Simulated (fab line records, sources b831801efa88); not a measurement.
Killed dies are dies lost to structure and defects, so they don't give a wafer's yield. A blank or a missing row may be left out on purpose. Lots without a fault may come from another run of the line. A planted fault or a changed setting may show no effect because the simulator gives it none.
A struck lot beside a sound one | flow sky130 | 16 steps out of a route of 708
Sound: wafers L723.1, L723.3, L723.5. Struck: wafers L734.1, L734.5, L734.6. The cause comes at the end.
At each step with rows: each side's tool, then ch and its chambers, then its first start. Under that, the readings that differ: sound wafers | struck wafers | difference of the means | sigmas: that difference in standard deviations of wafers without a fault.
alike: readings whose means differ by less than 2 such deviations, and words and numbers that are the same on both sides. not compared: withheld readings, readings that some wafer has no value for, bounds like >300 that may hide the same value, and numbers for which the record gives no deviation and whose values overlap.
The two part at a step that has a row with sigmas, a row that says differs or no value, or rows on one side only. Numbers that don't overlap but have no deviation are shown without sigmas and don't part them. A reading that every wafer of one side lacks parts them only if that side has two wafers or more.

first, 4 steps without rows for these wafers: SKY_RES_XHIGH_EXPOSE_04 (exposes mask URPM, target cd 1270 nm); SKY_RES_XHIGH_PEB_05; SKY_RES_XHIGH_DEVELOP_06 (develop time 60 s); SKY_RES_XHIGH_IMPLANT_07.
SKY_RES_XHIGH_STRIP_08: strips in O2/N2.
  sound on plasma_asher-02 ch 1, day 29 23:18; struck on plasma_asher-03 ch 0,1, day 33 04:45
  alike: drypump_motor_current_A, o2_flow_sccm, oes_product_au, strip_time_to_endpoint_s
  not compared: rf_hours_counter_h
SKY_RES_XHIGH_TW_MEAS_09:
  sound on film_metro-02, day 29 23:24; struck on film_metro-02, day 33 04:51
  alike: RES_XHIGH_TW
then, 6 steps without rows for these wafers: SKY_SD_N_DEHYDRATE_00 (time 60 s); SKY_SD_N_HMDS_01 (prime time 60 s); SKY_SD_N_COAT_02 (resist thk 1140 nm); SKY_SD_N_SOFTBAKE_03 (time 60 s); SKY_SD_N_EXPOSE_04 (exposes mask NSDM, target cd 380 nm); SKY_SD_N_PEB_05.
SKY_SD_N_DEVELOP_06: develop time 60 s.
  sound on litho_track-03 ch 0, day 31 03:02; struck on litho_track-04 ch 0, day 34 07:34
  reading              | sound             | struck            | difference | sigmas
  developer_temp_C (C) | 22.99 22.98 23.02 | 20.81 20.90 20.80 | -2.16      | -22
SKY_SD_N_CD_MEAS_07: target cd 380 nm.
  sound on cd_sem-01, day 31 03:11; struck on cd_sem-01, day 34 07:43
  reading    | sound             | struck            | difference | sigmas
  cd_nm (nm) | 380.7 380.0 380.9 | 388.5 387.9 388.6 | +7.8       | +3
SKY_SD_N_OVL_MEAS_08:
  sound on overlay-02, day 31 03:19; struck on overlay-01, day 34 07:50
  alike: SD_N_OVL
then, 1 step without rows for these wafers: SKY_PAD_OPEN_PROBE_99.

WHERE THEY PART
First at SKY_SD_N_DEVELOP_06; last, within this record, at SKY_SD_N_CD_MEAS_07. Later steps at which nothing parts them and some readings are alike: SKY_SD_N_OVL_MEAS_08.

WHY: what the simulator had put in
Process parameter drift: litho_track-04, from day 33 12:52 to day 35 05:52, at SKY_SD_N_DEVELOP_06. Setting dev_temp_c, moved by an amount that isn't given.
